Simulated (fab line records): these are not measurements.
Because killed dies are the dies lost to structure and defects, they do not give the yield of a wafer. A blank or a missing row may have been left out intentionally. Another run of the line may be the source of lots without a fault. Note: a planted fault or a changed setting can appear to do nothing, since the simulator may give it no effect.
The same fault as seen by 2 desks ; flow gf180mcu ; numbers are kept per desk, each desk with only its own; the story behind them comes last

== AT THE METROLOGY DESK ==
What the gauges read for every lot (on any tool): the sampled wafers with a number, averaged. If a lot's mean is further than 4 standard deviations from the usual mean, the lot is out of limits and carries the mark OUT (the distance appears in the brackets).
Columns: A = V2_CVD_00_THK at GF_V2_THK_MEAS_01, usual 602 nm; B = V2_W_RS at GF_V2_RS_MEAS_24, usual 0.327 ohm/sq; C = V2_W_THK at GF_V2_THK_MEAS_25, usual 347 nm
lot;first seen here;A;B;C
L238;day 19 04:28;597;0.323;350
L240;day 20 03:52;609;0.367 (+9.1) OUT;314 (-5.6) OUT
L241;day 20 12:56;599;0.402 (+17) OUT;290 (-9.8) OUT
L250;day 23 22:14;605;0.325;354
L251;day 24 04:07;605;0.323;354
L252;day 24 11:34;594;0.324;352
L254;day 25 08:21;604;0.328;348
L257;day 26 11:26;603;0.328;344
L258;day 26 12:16;597;0.326;344
L259;day 26 21:17;601;0.325;345
L261;day 27 12:58;600;0.324;351
This desk's finding: out of limits on L240, L241; first on L240, day 21 06:01 (V2_W_RS at GF_V2_RS_MEAS_24). In limits: L238, L250, L251, L252, L254, L257, L258, L259, L261.

== TOOL OWNER'S DESK, cvd_w-02 ==
The tool's own readings at GF_V2_CVD_23 (deposits W, target thk 350 nm, time 104.94 s): means of the sampled wafers that have a number, for each lot that ran on this tool. If a lot's mean is further than 4 standard deviations from the usual mean, the lot is out of limits and carries the mark OUT (the distance appears in the brackets).
Columns: A = heater_power_outer_w at GF_V2_CVD_23, usual 497 W; B = heater_power_w at GF_V2_CVD_23, usual 805 W
lot;first seen here;A;B
L238;day 20 06:11;480;771
L240;day 21 05:54;477;757
L241;day 21 14:25;470;765
L250;day 24 22:02;468;762
L252;day 25 10:44;471;760
L258;day 27 10:39;483;767
L259;day 27 19:37;472;767
L261;day 28 10:16;484;777
This desk's finding: nothing out of limits on any of the 8 lots.

== BROUGHT TOGETHER ==
At day 21 06:01 the metrology desk could have sounded an alarm, on L240, L241.
The desk of the tool owner found nothing out of limits.
On record at the tool owner's desk: L240, L241, within its limits.
GF_V2_CVD_23 was run on cvd_w-02 by each of the lots named.

== WHAT WAS PUT IN BY THE SIMULATOR ==
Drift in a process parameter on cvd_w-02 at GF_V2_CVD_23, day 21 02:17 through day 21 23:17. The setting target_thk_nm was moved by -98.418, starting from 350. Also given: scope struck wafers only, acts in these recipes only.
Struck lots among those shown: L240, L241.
Hours from the fault's start to each desk's first reading out of limits: the metrology desk, 4.
